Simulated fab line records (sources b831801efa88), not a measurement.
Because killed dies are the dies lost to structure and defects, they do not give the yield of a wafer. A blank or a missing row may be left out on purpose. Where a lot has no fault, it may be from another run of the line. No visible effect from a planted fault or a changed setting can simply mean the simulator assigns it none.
What tool caused it? :: flow gf180mcu :: Sampling: 14 lots, 42 wafers, 3 of 602 route steps

## WHAT THE GAUGES READ, wafer by wafer
GF_M3_THK_MEAS_06: measures by xrf. Usual: M3_ALCU_THK gives 456 nm (standard deviation 5.6).
lot: L440
measured: day 20 06:28
on: film metro-01
M3_ALCU_THK (nm): 468 463 469
flag: 

lot: L443
measured: day 21 11:07
on: film metro-02
M3_ALCU_THK (nm): 453 460 455
flag: 

lot: L444
measured: day 21 22:01
on: film metro-01
M3_ALCU_THK (nm): 453 463 462
flag: 

lot: L448
measured: day 23 11:43
on: film metro-03
M3_ALCU_THK (nm): 464 458 455
flag: 

lot: L449
measured: day 23 22:54
on: film metro-02
M3_ALCU_THK (nm): 455 459 450
flag: 

lot: L450
measured: day 24 01:23
on: film metro-02
M3_ALCU_THK (nm): 458 458 462
flag: 

lot: L452
measured: day 25 02:26
on: film metro-01
M3_ALCU_THK (nm): 451 456 453
flag: 

lot: L453
measured: day 25 07:20
on: film metro-03
M3_ALCU_THK (nm): 461 461 461
flag: 

lot: L455
measured: day 25 21:11
on: film metro-02
M3_ALCU_THK (nm): 451 459 460
flag: 

lot: L456
measured: day 26 04:21
on: film metro-02
M3_ALCU_THK (nm): 446 453 452
flag: 

lot: L458
measured: day 26 19:19
on: film metro-02
M3_ALCU_THK (nm): 445 449 444
flag: 

lot: L459
measured: day 27 00:44
on: film metro-03
M3_ALCU_THK (nm): 457 460 458
flag: 

lot: L462
measured: day 27 20:57
on: film metro-01
M3_ALCU_THK (nm): 462 460 462
flag: 

lot: L463
measured: day 28 08:19
on: film metro-03
M3_ALCU_THK (nm): 447 448 448
flag: 

GF_V3_BOW_MEAS_05. Usual: V3_BOW gives 119 um (standard deviation 8.5).
lot: L440
measured: day 21 07:31
on: film metro-03
V3_BOW (um): 101 115 106
flag: 

lot: L443
measured: day 22 12:20
on: film metro-04
V3_BOW (um): 120 122 123
flag: 

lot: L444
measured: day 22 22:41
on: film metro-03
V3_BOW (um): 126 115 121
flag: 

lot: L448
measured: day 24 11:02
on: film metro-03
V3_BOW (um): 109 115 113
flag: 

lot: L449
measured: day 24 22:32
on: film metro-04
V3_BOW (um): 116 113 119
flag: 

lot: L450
measured: day 24 23:48
on: film metro-04
V3_BOW (um): 128 128 132
flag: 

lot: L452
measured: day 26 00:21
on: film metro-02
V3_BOW (um): 127 119 120
flag: 

lot: L453
measured: day 26 05:31
on: film metro-03
V3_BOW (um): 125 123 114
flag: 

lot: L455
measured: day 26 19:25
on: film metro-04
V3_BOW (um): 123 123 129
flag: 

lot: L456
measured: day 27 02:02
on: film metro-03
V3_BOW (um): 124 130 127
flag: 

lot: L458
measured: day 27 17:07
on: film metro-02
V3_BOW (um): 116 118 112
flag: 

lot: L459
measured: day 27 22:00
on: film metro-04
V3_BOW (um): 119 125 119
flag: 

lot: L462
measured: day 28 17:23
on: film metro-02
V3_BOW (um): 113 117 110
flag: 

lot: L463
measured: day 29 04:14
on: film metro-02
V3_BOW (um): 112 120 120
flag: 

GF_V3_CD_MEAS_14: the cd target is 260 nm. Usual: cd nm at 260.2 nm, with a standard deviation of 1.1.
lot: L440
measured: day 22 07:22
on: cd sem-01
cd nm (nm): 259.6 259.4 259.6
flag: 

lot: L443
measured: day 23 11:32
on: cd sem-02
cd nm (nm): 258.8 259.7 258.8
flag: 

lot: L444
measured: day 23 21:20
on: cd sem-02
cd nm (nm): 258.9 259.5 260.2
flag: 

lot: L448
measured: day 25 08:55
on: cd sem-01
cd nm (nm): 259.6 259.8 259.3
flag: 

lot: L449
measured: day 25 19:42
on: cd sem-01
cd nm (nm): 261.2 262.0 260.9
flag: 

lot: L450
measured: day 25 20:39
on: cd sem-02
cd nm (nm): 261.9 261.4 262.3
flag: 

lot: L452
measured: day 26 21:17
on: cd sem-02
cd nm (nm): 261.2 261.4 260.8
flag: 

lot: L453
measured: day 27 02:32
on: cd sem-01
cd nm (nm): 258.8 260.8 259.8
flag: 

lot: L455
measured: day 27 15:37
on: cd sem-02
cd nm (nm): 258.5 259.7 258.8
flag: 

lot: L456
measured: day 27 21:37
on: cd sem-01
cd nm (nm): 260.2 260.8 259.5
flag: 

lot: L458
measured: day 28 11:57
on: cd sem-01
cd nm (nm): 260.1 260.1 260.8
flag: 

lot: L459
measured: day 28 17:00
on: cd sem-01
cd nm (nm): 259.9 260.1 261.8
flag: 

lot: L462
measured: day 29 11:56
on: cd sem-01
cd nm (nm): 259.1 259.9 259.2
flag: 

lot: L463
measured: day 29 23:06
on: cd sem-02
cd nm (nm): 262.4 261.7 261.5
flag: 

## WHICH TOOL RAN EACH LOT (tool, then ch and the chambers of the sampled wafers, then the start)
Before these readings, the record contains no process step.

## WHAT THE TOOLS THEMSELVES READ (means of the sampled wafers that have a number; where no wafer has one, the mark that the record gives instead)
The record holds no such reading with a usual standard deviation.

## THE ANSWER, worked out from the rows above alone
Rule: take the mean of a lot's wafers that have a number; if it is more than 3 standard deviations from the usual mean, the lot is off. Also off: a lot with no number at a reading for which 4 or more lots have one. Where the step has rows for the other lots, those lots are counted as sound. Order of review: gauges by route order, followed by the tools' own readings, for which a lot's mean as printed above is used. The first step at which some lot is off is used, and at that step the reading that is off furthest; a lot without a number counts as furthest.
No lot is off at any reading shown: from this, nothing can be told.

## WHAT THE SIMULATOR PUT IN
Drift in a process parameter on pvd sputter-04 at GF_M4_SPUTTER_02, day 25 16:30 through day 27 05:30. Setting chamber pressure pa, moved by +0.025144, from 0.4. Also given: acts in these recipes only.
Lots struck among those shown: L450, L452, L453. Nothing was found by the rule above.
